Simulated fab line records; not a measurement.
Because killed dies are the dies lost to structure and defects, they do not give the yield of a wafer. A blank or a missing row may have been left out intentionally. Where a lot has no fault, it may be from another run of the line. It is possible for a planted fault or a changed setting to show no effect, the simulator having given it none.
2 desks looking at one fault -- flow gf180mcu -- each desk holds nothing but its own numbers, with what lay behind them at the end

== AT THE TOOL OWNER'S DESK: plasmaAsher-03 ==
The tool's own readings at GF_LVPWELL_STRIP_10 (strips in O2/N2): means of the sampled wafers that have a number, for each lot that ran on this tool. Any lot whose mean is over 4 standard deviations away from the usual mean is out of limits and marked OUT; that distance is given in the brackets.
Columns: A = drypumpMotorCurrentA at GF_LVPWELL_STRIP_10, usual 5.6 A; B = heaterPowerW at GF_LVPWELL_STRIP_10, usual 321 W; C = n2FlowSccm at GF_LVPWELL_STRIP_10, usual 299.9 sccm; D = oesProductAu at GF_LVPWELL_STRIP_10, usual 0.722 a.u.; E = stripTimeToEndpointS at GF_LVPWELL_STRIP_10, usual 36.95 s
lot,first seen here,A,B,C,D,E
L190,day 4 01:58,5.9,331,300.5,0.724,36.95
L191,day 4 09:34,5.9,335,299.6,0.723,37.12
L196,day 5 17:07,5.9,339,300.1,0.721,36.93
L197,day 5 19:04,5.9,335,299.9,0.958 (+49) OUT,-
L209,day 8 14:45,5.7,349,300.3,0.724,36.95
This desk's verdict: out of limits on L197, starting with L197 at day 5 19:04 (oesProductAu at GF_LVPWELL_STRIP_10). Within limits: L190, L191, L196, L209.

== AT THE METROLOGY DESK ==
What the gauges read for every lot (on any tool): the sampled wafers with a number, averaged. Any lot whose mean is over 4 standard deviations away from the usual mean is out of limits and marked OUT; that distance is given in the brackets.
Columns: A = STI_OXIDATION_01_THK at GF_STI_THK_MEAS_22, usual 14.8 nm; B = LVPWELL_OVL at GF_LVPWELL_OVL_MEAS_07, usual -0.4 nm; C = MVSD_TW at GF_MVSD_TW_MEAS_11, usual 1564; D = VT_IMPLANT_03_OVL at GF_VT_IMPLANT_OVL_MEAS_40, usual -1.0 nm
lot,first seen here,A,B,C,D
L189,day 2 03:18,15.4,-1.3,1550,-1.6
L190,day 2 09:29,14.9,-3.3,1557,-1.1
L191,day 2 14:40,15.0,-0.1,1571,-1.0
L194,day 3 07:55,14.6,-1.3,1567,-1.1
L196,day 3 18:20,14.7,0.2,1547,-2.4
L197,day 3 23:22,15.2,1.6,1359 (-16) OUT,-0.5
L199,day 4 06:22,14.8,-0.0,1549,0.3
L200,day 4 14:24,14.8,-0.1,1556,-0.2
L205,day 5 13:25,15.0,-1.2,1560,-0.7
L209,day 6 10:32,14.7,-4.1,1577,-2.4
L210,day 6 15:17,14.9,0.9,1573,-1.2
L211,day 6 20:17,14.8,-0.6,1549,-2.6
L212,day 7 02:03,15.1,-0.4,1577,-0.3
Finding of this desk: L197 out of limits, first seen on L197 at day 6 10:05 (MVSD_TW at GF_MVSD_TW_MEAS_11). Within limits: L189, L190, L191, L194, L196, L199, L200, L205, L209, L210, L211, L212.

== BROUGHT TOGETHER ==
On L197, at day 5 19:04, an alarm was possible from the tool owner's desk.
On L197, the metrology desk was in a position to raise an alarm at day 6 10:05.
The lots listed all ran GF_LVPWELL_STRIP_10 on plasmaAsher-03.

== WHAT THE SIMULATOR HAD INSERTED ==
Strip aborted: plasmaAsher-03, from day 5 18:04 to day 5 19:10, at GF_LVPWELL_STRIP_10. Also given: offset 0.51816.
Lots struck among those shown: L197.
Time in hours from fault onset to the first out-of-limits reading at each desk: tool owner's desk 1, metrology desk 16.
